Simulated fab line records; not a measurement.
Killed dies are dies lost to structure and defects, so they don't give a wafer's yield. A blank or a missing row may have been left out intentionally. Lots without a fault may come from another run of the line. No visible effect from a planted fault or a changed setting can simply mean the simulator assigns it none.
A lot that was struck, set against a sound lot ; flow sky130 ; 15 out of 708 route steps
Sound: the wafers L267.3, L267.4, L267.6. Struck: wafers L261.1, L261.2, L261.5. The cause is given at the end.
At each step with rows: each side's tool, then ch and its chambers, then its first start. Under that, the readings that differ: sound wafers ; struck wafers ; difference of the means ; sigmas: that difference in standard deviations of wafers without a fault.
alike: a reading whose means differ by less than 2 such deviations, as well as words and numbers matching on both sides. not compared: withheld readings; readings where some wafer has no value; bounds like >300 that might hide an equal value; numbers whose values overlap and for which the record gives no deviation.
A row with sigmas, a row that says differs or no value, or rows on one side alone: a step with any of these is where the two part. Numbers that have no deviation but don't overlap get no sigmas and don't part them. A reading missing from all wafers of one side parts the sides only when that side holds two or more wafers.

SKY_CONTACT_CMP_27: polishes, stops on SiO2, t overpolish 15 s, target thk 0 nm.
  sound on cmp-02 ch 0,1,2, day 36 09:19; struck on cmp-01 ch 1,2,3, day 34 21:11
  alike: motorCurrentA, overpolishRunS, timeToEndpointS
SKY_METAL1_SPUTTER_00: material Ti, target thk 15 nm, time 10 s.
  struck on pvdSputter-02, day 34 21:29; sound on pvdSputter-02, day 36 09:31
  alike: cathodeDcPowerW, throttleValvePct
then, 1 step without rows for these wafers: SKY_METAL1_SPUTTER_01 (material TiN, target thk 20 nm, time 16.7 s).
SKY_METAL1_SPUTTER_02: material AlCu, target thk 250 nm, time 13.3 s.
  struck on pvdSputter-02, day 34 21:32; sound on pvdSputter-02, day 36 09:34
  alike: cathodeDcPowerW, throttleValvePct
SKY_METAL1_SPUTTER_03: material Ti, target thk 5 nm, time 3.3 s.
  struck on pvdSputter-02, day 34 21:33; sound on pvdSputter-02, day 36 09:35
  alike: cathodeDcPowerW, throttleValvePct
SKY_METAL1_SPUTTER_04: material TiN, target thk 70 nm, time 58.3 s.
  struck on pvdSputter-02, day 34 21:34; sound on pvdSputter-02, day 36 09:37
  alike: cathodeDcPowerW, throttleValvePct
SKY_METAL1_RS_MEAS_05: uses a four-point probe to measure.
  struck on filmMetro-02, day 34 21:37; sound on filmMetro-04, day 36 09:42
  alike: METAL1_ALCU_RS
SKY_METAL1_THK_MEAS_06: measures by xrf.
  struck on filmMetro-02, day 34 21:44; sound on filmMetro-04, day 36 09:48
  alike: METAL1_ALCU_THK
then, 4 steps without rows for these wafers: SKY_METAL1_DEHYDRATE_07 (time 60 s); SKY_METAL1_HMDS_08 (prime time 60 s); SKY_METAL1_COAT_09 (resist thk 60 nm); SKY_METAL1_COAT_10 (resist thk 450 nm).
SKY_METAL1_SOFTBAKE_11: time 90 s.
  sound on lithoTrack-03 ch 0, day 36 23:00; struck on lithoTrack-01 ch 0, day 35 11:00
reading;sound;struck;difference;sigmas
heaterPowerTotalW (W);57.41 57.18 57.39;58.76 58.98 58.87;+1.54;+14
runLengthS (s);119.30 119.25 119.43;111.97 112.18 112.11;-7.24;-34
then, 1 step without rows for these wafers: SKY_METAL1_EXPOSE_12 (exposes mask MM1, target cd 140 nm).
-- the record jumps here: 13 days lie between the struck wafers' starts before and after (it left off in module METAL1 and takes up again in module PAD_OPEN, whose first step shown is number 708 of the route) --
SKY_PAD_OPEN_PROBE_99:
  struck on prober-02, day 48 06:37; sound on prober-02, day 49 07:33
  alike: defectLimitedYield, killed_at_M0_to_M3, killed_at_M4_up, killedAtContacts, killedAtFrontEnd, killedAtOther, killedDies, killedOpen, killedShort, sort_bin_3_pad_short, sort_bin_5_function, sort_bin_6_memory, sortNPass, sortYieldPct

WHERE THEY PART
Within this record, at SKY_METAL1_SOFTBAKE_11 only. Later steps at which nothing parts them and some readings are alike: SKY_PAD_OPEN_PROBE_99.

WHY: the cause the simulator had injected
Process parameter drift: lithoTrack-01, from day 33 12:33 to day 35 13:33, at SKY_METAL1_SOFTBAKE_11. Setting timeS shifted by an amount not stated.
